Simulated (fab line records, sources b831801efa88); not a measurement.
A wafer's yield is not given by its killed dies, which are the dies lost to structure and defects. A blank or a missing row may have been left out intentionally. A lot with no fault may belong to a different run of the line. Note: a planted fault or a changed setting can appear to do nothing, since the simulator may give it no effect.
One fault seen from 2 desks | flow sky130 | each desk has only its own numbers; what lay behind them comes last

== THE TOOL OWNER'S DESK: litho track-02 ==
The tool's own readings at SKY_CONTACT_COAT_08 (resist thk 60 nm): means of the sampled wafers that have a number, for each lot that ran on this tool. The brackets show how far a lot's mean lies from the usual mean; more than 4 standard deviations puts the lot out of limits, marked OUT.
Columns: A = spin speed rpm at SKY_CONTACT_COAT_08, usual 2999.9 rpm
lot  | first seen here | A
L856 | day 30 21:28    | 3000.6
L861 | day 32 21:30    | 3001.7
L862 | day 33 03:52    | 3001.5
L865 | day 34 09:43    | 2899.5 (-50) OUT
L869 | day 35 17:00    | 2898.2 (-51) OUT
L878 | day 38 02:37    | 2998.6
This desk's verdict: out of limits on L865, L869, starting with L865 at day 34 09:43 (spin speed rpm at SKY_CONTACT_COAT_08). In limits: L856, L861, L862, L878.

== THE METROLOGY DESK ==
What the gauges read for every lot (on any tool): the sampled wafers with a number, averaged. The brackets show how far a lot's mean lies from the usual mean; more than 4 standard deviations puts the lot out of limits, marked OUT.
Columns: A = LI_CONTACT_OVL at SKY_LI_CONTACT_OVL_MEAS_13, usual 0 nm; B = CONTACT_OVL at SKY_CONTACT_OVL_MEAS_15, usual 0 nm
lot  | first seen here | A   | B
L856 | day 29 00:23    | -12 | -3
L857 | day 29 08:52    | -2  | -3
L861 | day 30 23:47    | 3   | 5
L862 | day 31 09:35    | 3   | 1
L865 | day 32 15:02    | 7   | -8
L869 | day 33 22:40    | -2  | 2
L871 | day 34 07:20    | -4  | 3
L872 | day 34 12:10    | -1  | 2
L873 | day 34 16:20    | -3  | 0
L874 | day 35 08:37    | 3   | 1
L875 | day 35 10:39    | 7   | -1
L876 | day 35 23:41    | 3   | -1
L878 | day 36 09:14    | 0   | 16
L879 | day 36 12:01    | 1   | 2
This desk's finding: nothing out of limits on any of the 14 lots.

== ALL TOGETHER ==
The tool owner's desk had the chance to raise an alarm at day 34 09:43 on L865, L869.
Metrology desk: nothing out of limits seen.
The metrology desk has L865, L869 on record, within its limits.
All the named lots went through SKY_CONTACT_COAT_08 on litho track-02.

== WHAT HAD BEEN PUT IN BY THE SIMULATOR ==
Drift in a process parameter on litho track-02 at SKY_CONTACT_COAT_08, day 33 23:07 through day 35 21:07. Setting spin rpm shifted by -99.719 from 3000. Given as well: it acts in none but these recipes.
Shown lots that were struck: L865, L869.
How many hours passed from the start of the fault until each desk's first out-of-limits reading: the tool owner's desk, 11.
